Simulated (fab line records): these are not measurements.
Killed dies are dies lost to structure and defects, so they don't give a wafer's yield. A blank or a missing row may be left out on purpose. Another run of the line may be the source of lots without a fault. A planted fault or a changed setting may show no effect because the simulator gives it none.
fab line records / flow sfqLine
record: lots: 15 wafers: 43 lastDay: 83
route steps=325 shown M2@99
lots with no fault: from the same line, run without faults
startH: start of the lot's first displayed wafer, in hours after the record's first day / waitH: hours from the lot's prior step to this one / " identical to the entry in the row above / L1.1+2: a row that stands for several wafers / - no value, or no start was given / * or withheld: withheld / < > ~ a bound
route shown NAME@n: NAME is a module with steps in the file, n the number in the route of the first one / usual: average and standard deviation across the fault-free wafers / same: alike in all rows / chamber/n: place in a boat / sites: readings site by site / _std_site: standard deviation of those values / _edge_site: the outer-site mean with the inner-site mean subtracted / radiusMm: for every site, how far away it sits from the centre of the wafer / mask NAME#n: copy n / behind: the most recent tool/chamber to have shaped the wafer / hold: why the lot was held/for how many hours/how that ended / device: transistor that didn't switch, given as n, p or np / end of line: tests of these same wafers at the route's end / a step without rows: its recipe alone / killed: not the wafer's yield, but the dies lost to structure and defects at the first sort / map: dies across one wafer; x = killed, . = not, _ = none there
set.NAME: the setting as run; set.NAME@STEP: as run at that earlier step / model.NAME: the simulator's own value behind a step, which no gauge read
a sample of lots followed through the steps of the route, with each step as a table and each wafer as a row
services: the hour from which a tool's chamber was out of use, counted from the record's first day as startH (under 0 if before that day), plus the number of hours and why
== steps ==
step: SFQ_TRILAYER_M2_BARC_OPEN_METAL_ETCH_077
recipe: maskMaterial: PR chemistry: O2 targetDepthNm: 125 target: BARC icpW: 600 biasW: 80 pressureMtorr: 10 timeS: 41.7
usual: biasW: 80.01/0.2 chamberPressureMTorr: 10.000/0.0092 drypumpMotorCurrentA: 5.63/0.28 heBacksideLeakSccm: 3.5/0.43 oesProductAu: 0.685/0.0051 runLengthS: 70.0/0.45
lot.wafer=L944.1 tool=rieMetal-02 chamber=1 startH=717.74 waitH=0.0 biasW=80.11 chamberPressureMTorr=9.986 drypumpMotorCurrentA=5.89 heBacksideLeakSccm=3.2 oesProductAu=0.692 rfHoursCounterH=99 runLengthS=70.3
lot.wafer=L944.5 tool=rieMetal-02 chamber=0 startH=717.74 waitH=0.0 biasW=80.20 chamberPressureMTorr=9.989 drypumpMotorCurrentA=5.65 heBacksideLeakSccm=3.7 oesProductAu=0.683 rfHoursCounterH=- runLengthS=70.4
lot.wafer=L944.6 tool=rieMetal-02 chamber=1 startH=717.74 waitH=0.0 biasW=80.26 chamberPressureMTorr=10.000 drypumpMotorCurrentA=5.89 heBacksideLeakSccm=3.1 oesProductAu=0.687 rfHoursCounterH=- runLengthS=70.1
lot.wafer=L945.2 tool=rieMetal-04 chamber=1 startH=725.06 waitH=0.0 biasW=80.15 chamberPressureMTorr=9.996 drypumpMotorCurrentA=5.19 heBacksideLeakSccm=3.8 oesProductAu=0.691 rfHoursCounterH=92 runLengthS=69.3
lot.wafer=L945.3 tool=rieMetal-04 chamber=0 startH=725.06 waitH=0.0 biasW=79.76 chamberPressureMTorr=9.990 drypumpMotorCurrentA=5.49 heBacksideLeakSccm=3.7 oesProductAu=0.689 rfHoursCounterH=- runLengthS=70.0
lot.wafer=L945.6 tool=rieMetal-04 chamber=0 startH=725.06 waitH=0.0 biasW=79.99 chamberPressureMTorr=10.003 drypumpMotorCurrentA=5.49 heBacksideLeakSccm=3.8 oesProductAu=0.684 rfHoursCounterH=- runLengthS=69.9
lot.wafer=L947.1 tool=rieMetal-01 chamber=1 startH=749.06 waitH=0.0 biasW=80.21 chamberPressureMTorr=9.993 drypumpMotorCurrentA=6.08 heBacksideLeakSccm=3.9 oesProductAu=0.684 rfHoursCounterH=62 runLengthS=69.7
lot.wafer=L947.2 tool=rieMetal-01 chamber=0 startH=749.06 waitH=0.0 biasW=80.19 chamberPressureMTorr=9.998 drypumpMotorCurrentA=5.32 heBacksideLeakSccm=3.2 oesProductAu=0.689 rfHoursCounterH=20 runLengthS=69.8
lot.wafer=L947.5 tool=rieMetal-01 chamber=0 startH=749.06 waitH=0.0 biasW=79.78 chamberPressureMTorr=9.995 drypumpMotorCurrentA=5.33 heBacksideLeakSccm=3.2 oesProductAu=0.686 rfHoursCounterH=- runLengthS=69.8
lot.wafer=L948.1 tool=rieMetal-04 chamber=0 startH=756.39 waitH=0.0 biasW=79.83 chamberPressureMTorr=10.014 drypumpMotorCurrentA=5.53 heBacksideLeakSccm=3.8 oesProductAu=0.685 rfHoursCounterH=83 runLengthS=69.8
lot.wafer=L948.2 tool=rieMetal-04 chamber=1 startH=756.39 waitH=0.0 biasW=80.15 chamberPressureMTorr=10.011 drypumpMotorCurrentA=5.18 heBacksideLeakSccm=3.7 oesProductAu=0.694 rfHoursCounterH=97 runLengthS=69.1
lot.wafer=L948.6 tool=rieMetal-04 chamber=0 startH=756.39 waitH=0.0 biasW=80.09 chamberPressureMTorr=9.999 drypumpMotorCurrentA=5.52 heBacksideLeakSccm=3.7 oesProductAu=0.694 rfHoursCounterH=- runLengthS=69.8
lot.wafer=L949.1 tool=rieMetal-04 chamber=0 startH=770.79 waitH=0.0 biasW=80.12 chamberPressureMTorr=9.997 drypumpMotorCurrentA=5.52 heBacksideLeakSccm=3.8 oesProductAu=0.686 rfHoursCounterH=86 runLengthS=70.2
lot.wafer=L949.5 tool=rieMetal-04 chamber=0 startH=770.79 waitH=0.0 biasW=80.06 chamberPressureMTorr=10.011 drypumpMotorCurrentA=5.51 heBacksideLeakSccm=3.7 oesProductAu=0.686 rfHoursCounterH=- runLengthS=70.3
lot.wafer=L949.6 tool=rieMetal-04 chamber=1 startH=770.79 waitH=0.0 biasW=80.06 chamberPressureMTorr=9.982 drypumpMotorCurrentA=5.19 heBacksideLeakSccm=3.5 oesProductAu=0.682 rfHoursCounterH=- runLengthS=69.1
lot.wafer=L950.1 tool=rieMetal-02 chamber=0 startH=779.19 waitH=0.0 biasW=79.94 chamberPressureMTorr=10.009 drypumpMotorCurrentA=5.64 heBacksideLeakSccm=3.5 oesProductAu=0.684 rfHoursCounterH=93 runLengthS=70.6
lot.wafer=L950.4 tool=rieMetal-02 chamber=0 startH=779.19 waitH=0.0 biasW=80.16 chamberPressureMTorr=10.004 drypumpMotorCurrentA=5.64 heBacksideLeakSccm=3.5 oesProductAu=0.682 rfHoursCounterH=- runLengthS=70.3
lot.wafer=L950.5 tool=rieMetal-02 chamber=0 startH=779.19 waitH=0.0 biasW=80.02 chamberPressureMTorr=10.015 drypumpMotorCurrentA=5.64 heBacksideLeakSccm=3.4 oesProductAu=0.692 rfHoursCounterH=- runLengthS=70.4
lot.wafer=L951.2 tool=rieMetal-04 chamber=1 startH=786.39 waitH=0.0 biasW=80.41 chamberPressureMTorr=10.009 drypumpMotorCurrentA=5.19 heBacksideLeakSccm=3.6 oesProductAu=0.690 rfHoursCounterH=103 runLengthS=69.6
lot.wafer=L951.5 tool=rieMetal-04 chamber=0 startH=786.39 waitH=0.0 biasW=79.84 chamberPressureMTorr=9.996 drypumpMotorCurrentA=5.51 heBacksideLeakSccm=3.5 oesProductAu=0.684 rfHoursCounterH=- runLengthS=70.1
lot.wafer=L951.6 tool=rieMetal-04 chamber=1 startH=786.39 waitH=0.0 biasW=80.10 chamberPressureMTorr=10.010 drypumpMotorCurrentA=5.18 heBacksideLeakSccm=3.6 oesProductAu=0.690 rfHoursCounterH=- runLengthS=69.3
lot.wafer=L952.1 tool=rieMetal-02 chamber=1 startH=791.19 waitH=0.0 biasW=80.00 chamberPressureMTorr=9.998 drypumpMotorCurrentA=5.88 heBacksideLeakSccm=3.1 oesProductAu=0.686 rfHoursCounterH=110 runLengthS=70.2
lot.wafer=L952.2 tool=rieMetal-02 chamber=0 startH=791.19 waitH=0.0 biasW=80.39 chamberPressureMTorr=10.000 drypumpMotorCurrentA=5.64 heBacksideLeakSccm=3.7 oesProductAu=0.683 rfHoursCounterH=94 runLengthS=70.5
lot.wafer=L952.6 tool=rieMetal-02 chamber=1 startH=791.19 waitH=0.0 biasW=80.00 chamberPressureMTorr=9.997 drypumpMotorCurrentA=5.88 heBacksideLeakSccm=3.1 oesProductAu=0.684 rfHoursCounterH=- runLengthS=70.5
lot.wafer=L953.2 tool=rieMetal-02 chamber=1 startH=801.92 waitH=0.0 biasW=- chamberPressureMTorr=10.000 drypumpMotorCurrentA=5.89 heBacksideLeakSccm=3.3 oesProductAu=0.780 rfHoursCounterH=112 runLengthS=63.1
lot.wafer=L953.5 tool=rieMetal-02 chamber=0 startH=801.92 waitH=0.0 biasW=80.06 chamberPressureMTorr=9.999 drypumpMotorCurrentA=5.65 heBacksideLeakSccm=3.4 oesProductAu=0.686 rfHoursCounterH=- runLengthS=70.3
lot.wafer=L953.6 tool=rieMetal-02 chamber=1 startH=801.92 waitH=0.0 biasW=80.16 chamberPressureMTorr=9.999 drypumpMotorCurrentA=5.88 heBacksideLeakSccm=3.1 oesProductAu=0.684 rfHoursCounterH=- runLengthS=70.0
lot.wafer=L954.1 tool=rieMetal-02 chamber=0 startH=813.92 waitH=0.0 biasW=79.92 chamberPressureMTorr=10.004 drypumpMotorCurrentA=5.64 heBacksideLeakSccm=3.8 oesProductAu=0.688 rfHoursCounterH=98 runLengthS=71.0
lot.wafer=L954.3 tool=rieMetal-02 chamber=1 startH=813.92 waitH=0.0 biasW=- chamberPressureMTorr=9.988 drypumpMotorCurrentA=5.89 heBacksideLeakSccm=3.1 oesProductAu=0.778 rfHoursCounterH=- runLengthS=63.1
lot.wafer=L956.1 tool=rieMetal-02 chamber=1 startH=831.92 waitH=0.0 biasW=80.12 chamberPressureMTorr=9.983 drypumpMotorCurrentA=5.89 heBacksideLeakSccm=3.1 oesProductAu=0.675 rfHoursCounterH=116 runLengthS=70.4
lot.wafer=L956.2 tool=rieMetal-02 chamber=0 startH=831.92 waitH=0.0 biasW=- chamberPressureMTorr=10.007 drypumpMotorCurrentA=5.64 heBacksideLeakSccm=3.3 oesProductAu=0.780 rfHoursCounterH=101 runLengthS=63.4
lot.wafer=L963.1 tool=rieMetal-01 chamber=1 startH=931.88 waitH=0.0 biasW=79.71 chamberPressureMTorr=9.997 drypumpMotorCurrentA=6.08 heBacksideLeakSccm=3.8 oesProductAu=0.679 rfHoursCounterH=91 runLengthS=69.5
lot.wafer=L963.3 tool=rieMetal-01 chamber=1 startH=931.88 waitH=0.0 biasW=79.64 chamberPressureMTorr=9.998 drypumpMotorCurrentA=6.09 heBacksideLeakSccm=3.7 oesProductAu=0.677 rfHoursCounterH=- runLengthS=69.7
lot.wafer=L963.5 tool=rieMetal-01 chamber=1 startH=931.88 waitH=0.0 biasW=79.52 chamberPressureMTorr=10.020 drypumpMotorCurrentA=6.08 heBacksideLeakSccm=3.9 oesProductAu=0.683 rfHoursCounterH=- runLengthS=69.6
lot.wafer=L964.3 tool=rieMetal-04 chamber=0 startH=933.10 waitH=0.0 biasW=80.06 chamberPressureMTorr=9.991 drypumpMotorCurrentA=5.49 heBacksideLeakSccm=3.6 oesProductAu=0.679 rfHoursCounterH=- runLengthS=70.4
lot.wafer=L964.4 tool=rieMetal-04 chamber=1 startH=933.10 waitH=0.0 biasW=79.94 chamberPressureMTorr=9.985 drypumpMotorCurrentA=5.20 heBacksideLeakSccm=3.8 oesProductAu=0.681 rfHoursCounterH=- runLengthS=69.4
lot.wafer=L964.5 tool=rieMetal-04 chamber=0 startH=933.10 waitH=0.0 biasW=79.72 chamberPressureMTorr=10.008 drypumpMotorCurrentA=5.52 heBacksideLeakSccm=3.8 oesProductAu=0.692 rfHoursCounterH=- runLengthS=70.2
lot.wafer=L965.2 tool=rieMetal-02 chamber=0 startH=934.28 waitH=0.0 biasW=79.90 chamberPressureMTorr=9.998 drypumpMotorCurrentA=5.66 heBacksideLeakSccm=3.9 oesProductAu=0.693 rfHoursCounterH=118 runLengthS=70.8
lot.wafer=L965.4 tool=rieMetal-02 chamber=0 startH=934.28 waitH=0.0 biasW=79.58 chamberPressureMTorr=9.990 drypumpMotorCurrentA=5.64 heBacksideLeakSccm=4.0 oesProductAu=0.691 rfHoursCounterH=- runLengthS=70.7
lot.wafer=L965.6 tool=rieMetal-02 chamber=0 startH=934.28 waitH=0.0 biasW=79.73 chamberPressureMTorr=9.992 drypumpMotorCurrentA=5.65 heBacksideLeakSccm=3.8 oesProductAu=0.691 rfHoursCounterH=- runLengthS=70.4
lot.wafer=L966.1 tool=rieMetal-04 chamber=1 startH=936.68 waitH=0.0 biasW=80.18 chamberPressureMTorr=10.011 drypumpMotorCurrentA=5.20 heBacksideLeakSccm=3.7 oesProductAu=0.680 rfHoursCounterH=128 runLengthS=69.2
lot.wafer=L966.3 tool=rieMetal-04 chamber=1 startH=936.68 waitH=0.0 biasW=80.14 chamberPressureMTorr=9.996 drypumpMotorCurrentA=5.20 heBacksideLeakSccm=7.1 oesProductAu=0.692 rfHoursCounterH=- runLengthS=69.4
lot.wafer=L966.5 tool=rieMetal-04 chamber=0 startH=936.68 waitH=0.0 biasW=80.17 chamberPressureMTorr=10.008 drypumpMotorCurrentA=5.49 heBacksideLeakSccm=3.8 oesProductAu=0.687 rfHoursCounterH=- runLengthS=69.9
== services ==
tool=rieMetal-04 chamber=0 startH=813.21 hours=3.3 kind=repair
tool=rieMetal-04 chamber=- startH=832.00 hours=0.2 kind=repair
tool=rieMetal-04 chamber=- startH=858.27 hours=1.4 kind=pm
tool=rieMetal-02 chamber=0 startH=928.80 hours=2.4 kind=repair
== key ==
firstSign: step: SFQ_TRILAYER_M2_BARC_OPEN_METAL_ETCH_077 reading: oesProductAu direction: up sigmas: 19 usual: 0.685 struck: 0.779
effect: step: SFQ_TRILAYER_M2_BARC_OPEN_METAL_ETCH_077 reading: runLengthS direction: down sigmas: 15 usual: * struck: *
metAt SFQ_TRILAYER_M2_BARC_OPEN_METAL_ETCH_077
struckLots L953,L954,L956
struckWafers L953.2,L954.3,L956.2
onsetBetween 791.19 801.92
fault: kind: processParameterDrift tool: rieMetal-02 chamber: - onsetH: 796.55 steps: SFQ_TRILAYER_M2_BARC_OPEN_METAL_ETCH_077 channel: timeS offset: * shape: step endH: 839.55 scope: struckWafersOnly actsIn: * stated: *
